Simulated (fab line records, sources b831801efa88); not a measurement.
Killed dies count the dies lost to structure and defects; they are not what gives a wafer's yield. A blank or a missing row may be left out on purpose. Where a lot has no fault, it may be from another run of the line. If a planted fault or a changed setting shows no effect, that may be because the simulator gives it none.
Comparing a struck lot with a sound one -- flow sky130 -- 18 steps out of a route of 708
Sound: these wafers, L734.1, L734.4, L734.6. Struck: wafer L742.2 (left out: L742.1, L742.6 of the same lot, which were not struck); the cause appears at the end.
Order at every step that has rows: each side's tool, ch and its chambers, its first start. Under that, the readings that differ: sound wafers -- struck wafers -- difference of the means -- sigmas: that difference in standard deviations of wafers without a fault.
alike: readings with means less than 2 such deviations apart, plus words and numbers identical on both sides. not compared: withheld readings, readings lacking a value on some wafer, bounds such as >300 that could conceal the same value, and numbers that have no deviation in the record and whose values overlap.
The two part at a step that has a row with sigmas, a row that says differs or no value, or rows on one side only. Non-overlapping numbers with no deviation appear without sigmas and do not part them. A reading missing from all wafers of one side parts the sides only when that side holds two or more wafers.

first, 2 steps without rows for these wafers: SKY_CONTACT_PEB_12; SKY_CONTACT_DEVELOP_13 (develop time 60 s).
SKY_CONTACT_CD_MEAS_14: target cd 170 nm.
  sound: cd-sem-01 at day 33 14:57; struck: cd-sem-01 at day 36 05:09
  alike: cd-nm
SKY_CONTACT_OVL_MEAS_15:
  sound: overlay-02 at day 33 15:04; struck: overlay-02 at day 36 05:16
reading,sound,struck,difference,sigmas
CONTACT_OVL (nm),2 -2 6,-11,-13,-2
SKY_CONTACT_ETCH_16: etches BARC in N2/H2, stops on SiO2, time 45.9 s, target depth 60 nm.
  sound on rie-diel-03 ch 0,1,3, day 33 15:07; struck on rie-diel-02 ch 3, day 36 05:19
  alike: bias-w, drypump-motor-current-A, oes-product-au, throttle-valve-pct
  not compared: rf-hours-counter-h
SKY_CONTACT_ETCH_17: etches SiO2 in C4F8/O2/Ar, stops on Si3N4, target depth 340 nm.
  sound on rie-diel-03 ch 0,1,3, day 33 15:09; struck on rie-diel-02 ch 3, day 36 05:21
  alike: bias-w, oes-product-au
SKY_CONTACT_ETCH_18: etches Si3N4 in CHF3/O2, stops on TiN, time 39 s, target depth 75 nm.
  sound on rie-diel-03 ch 0,1,3; struck on rie-diel-02 ch 3
  alike: bias-w, drypump-motor-current-A, oes-product-au, throttle-valve-pct
  not compared: rf-hours-counter-h
then, 4 steps without rows for these wafers: SKY_CONTACT_STRIP_19 (strips in O2/N2); SKY_CONTACT_STRIP_20 (strips in post etch residue remover, time 1200 s); SKY_CONTACT_CLEAN_21 (cleans in IPA, time 180 s); SKY_CONTACT_CLEAN_22 (cleans in O3/DIW).
SKY_CONTACT_SPUTTER_23: material TiN, target thk 20 nm, time 80 s.
  sound: pvd-sputter-02 at day 33 15:59; struck: pvd-sputter-03 at day 36 06:02
  alike: cathode-dc-power-W, throttle-valve-pct
SKY_CONTACT_CVD_24: deposits W, target thk 340 nm, time 102.12 s.
  sound on cvd-w-02 ch 0,1, day 33 16:03; struck on cvd-w-02 ch 0, day 36 06:06
reading,sound,struck,difference,sigmas
heater-power-w (W),1057 872 885,1100,+162,+2
model.W_of_CONTACT_CVD_24.thk-nm (nm),344.4 343.3 339.2,181.2,-161.1,
SKY_CONTACT_RS_MEAS_25: uses a four-point probe to measure.
  sound: film-metro-03 at day 33 16:10; struck: film-metro-03 at day 36 06:13
reading,sound,struck,difference,sigmas
CONTACT_W_RS (ohm/sq),0.333 0.335 0.339,0.641,+0.305,+73
SKY_CONTACT_THK_MEAS_26: measures by xrf.
  sound: film-metro-03 at day 33 16:17; struck: film-metro-03 at day 36 06:20
reading,sound,struck,difference,sigmas
CONTACT_W_THK (nm),326 327 324,176,-150,-33
SKY_CONTACT_CMP_27: polishes, stops on SiO2, t overpolish 15 s, target thk 0 nm.
  sound on cmp-02 ch 0,2,3, day 33 16:23; struck on cmp-02 ch 0, day 36 06:29
reading,sound,struck,difference,sigmas
time-to-endpoint-s (s),91 85 77,53,-31,-5
  alike: motor-current-A
SKY_METAL1_SPUTTER_00: material Ti, target thk 15 nm, time 10 s.
  sound: pvd-sputter-04 at day 33 16:38; struck: pvd-sputter-02 at day 36 06:41
  alike: cathode-dc-power-W, throttle-valve-pct
SKY_PAD_OPEN_PROBE_99:
  the record holds rows for the sound wafers here (prober-02, day 47 05:57) but none for the struck ones

== WHERE THEY PART ==
Earliest at SKY_CONTACT_OVL_MEAS_15; latest, in this record, at SKY_PAD_OPEN_PROBE_99.

WHY: what had been put in by the simulator
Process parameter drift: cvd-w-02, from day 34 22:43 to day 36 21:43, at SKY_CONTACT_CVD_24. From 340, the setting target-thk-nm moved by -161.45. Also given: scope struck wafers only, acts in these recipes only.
